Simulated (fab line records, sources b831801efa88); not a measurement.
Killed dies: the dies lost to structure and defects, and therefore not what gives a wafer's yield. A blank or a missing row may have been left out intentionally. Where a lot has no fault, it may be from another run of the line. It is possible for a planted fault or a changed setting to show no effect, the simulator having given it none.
Struck lot and sound lot, side by side | flow sky130 | 24 out of 708 route steps
Sound: the wafers L139.1, L139.4, L139.5. Struck: wafers L144.2, L144.4, L144.6. The cause comes at the end.
Each step with rows lists, per side, the tool, then ch with its chambers, then its first start. Under that, the readings that differ: sound wafers | struck wafers | difference of the means | sigmas: that difference in standard deviations of wafers without a fault.
alike: readings whose means differ by less than 2 such deviations, and words and numbers that are the same on both sides. not compared: withheld readings, readings that some wafer has no value for, bounds like >300 that may hide the same value, and numbers for which the record gives no deviation and whose values overlap.
Wherever a step has rows on one side only, a row that says differs or no value, or a row with sigmas, the two part there. When numbers do not overlap yet have no deviation, they are printed without sigmas and do not part them. A reading that every wafer of one side lacks parts them only if that side has two wafers or more.

first, 4 steps without rows for these wafers: SKY_VIA4_STRIP_14 (strips in post etch residue remover, time 1200 s); SKY_VIA4_CLEAN_15 (cleans in IPA, time 180 s); SKY_VIA4_CLEAN_16 (cleans in O3/DIW); SKY_VIA4_SPUTTER_17 (material TiN, target thk 20 nm, time 80 s).
SKY_VIA4_CVD_18: deposits W, target thk 505 nm, time 152.14 s.
  sound on cvdW-02 ch 1, day 43 21:20; struck on cvdW-02 ch 0, day 45 11:52
  alike: heaterPowerW
SKY_VIA4_RS_MEAS_19: a four-point-probe measurement.
  struck on filmMetro-04, day 45 12:02; sound on filmMetro-04, day 43 21:29
  alike: VIA4_W_RS
SKY_VIA4_THK_MEAS_20: measures by xrf.
  struck on filmMetro-04, day 45 12:09; sound on filmMetro-04, day 43 21:37
  alike: VIA4_W_THK
SKY_VIA4_CMP_21: polishes, stops on SiO2, t overpolish 25 s, target thk 0 nm.
  sound on cmp-01 ch 0,1,2, day 43 21:46; struck on cmp-01 ch 0,1, day 45 12:28
  alike: motorCurrentA, overpolishRunS, slurryFlowMlMin, timeToEndpointS
then, 1 step without rows for these wafers: SKY_METAL5_SPUTTER_00 (material Ti, target thk 15 nm, time 10 s).
SKY_METAL5_SPUTTER_01: material TiN, target thk 20 nm, time 16.7 s.
  struck on pvdSputter-01, day 45 12:44; sound on pvdSputter-02, day 43 21:59
reading                | sound                | struck               | difference | sigmas
chamberPressurePa (Pa) | 0.4008 0.4008 0.4022 | 0.3991 0.4002 0.3992 | -0.0018    | -2
  alike: cathodeDcPowerW, throttleValvePct
then, 1 step without rows for these wafers: SKY_METAL5_SPUTTER_02 (material AlCu, target thk 1150 nm, time 61.2 s).
SKY_METAL5_SPUTTER_03: material Ti, target thk 5 nm, time 3.3 s.
  struck on pvdSputter-01, day 45 12:49; sound on pvdSputter-02, day 43 22:04
  alike: cathodeDcPowerW, chamberPressurePa, throttleValvePct
SKY_METAL5_SPUTTER_04: material TiN, target thk 70 nm, time 58.3 s.
  struck on pvdSputter-01, day 45 12:50; sound on pvdSputter-02, day 43 22:05
  no value came back on the struck wafers for cathodeDcPowerW (W), chamberPressurePa (Pa), throttleValvePct (%); on the sound wafers cathodeDcPowerW (W) reads 6499.2 6499.7 6498.7
SKY_METAL5_THK_MEAS_06: measures by xrf.
  struck on filmMetro-03, day 45 13:00; sound on filmMetro-01, day 43 22:15
reading              | sound          | struck         | difference | sigmas
METAL5_ALCU_THK (nm) | 1159 1145 1155 | 1343 1377 1347 | +203       | +11
then, 7 steps without rows for these wafers: SKY_METAL5_DEHYDRATE_07 (time 60 s); SKY_METAL5_HMDS_08 (prime time 60 s); SKY_METAL5_COAT_09 (resist thk 1800 nm); SKY_METAL5_SOFTBAKE_10 (time 60 s); SKY_METAL5_EXPOSE_11 (exposes mask MM5, target cd 1600 nm); SKY_METAL5_PEB_12; SKY_METAL5_DEVELOP_13 (develop time 60 s).
SKY_METAL5_DESCUM_14: chemistry O2, time 11 s.
  sound on rieMetal-01 ch 0,1, day 44 20:00; struck on rieMetal-02 ch 0,1, day 46 10:18
  alike: drypumpMotorCurrentA, oesProductAu
  not compared: rfHoursCounterH
SKY_METAL5_METAL_ETCH_15: etches the open film in Cl2/BCl3, stops on SiO2, target depth 1260 nm, time 252 s.
  sound on rieMetal-01 ch 0,1, day 44 20:02; struck on rieMetal-02 ch 0,1, day 46 10:20
reading             | sound             | struck            | difference | sigmas
oesProductAu (a.u.) | 0.894 0.899 0.892 | 0.869 0.883 0.880 | -0.018     | -3
  alike: drypumpMotorCurrentA, throttleValvePct
  not compared: rfHoursCounterH
then, 1 step without rows for these wafers: SKY_METAL5_STRIP_16 (strips in O2/N2).

## WHERE THEY PART
First at SKY_METAL5_SPUTTER_01; last, within this record, at SKY_METAL5_METAL_ETCH_15.

WHY: whatever the simulator had introduced
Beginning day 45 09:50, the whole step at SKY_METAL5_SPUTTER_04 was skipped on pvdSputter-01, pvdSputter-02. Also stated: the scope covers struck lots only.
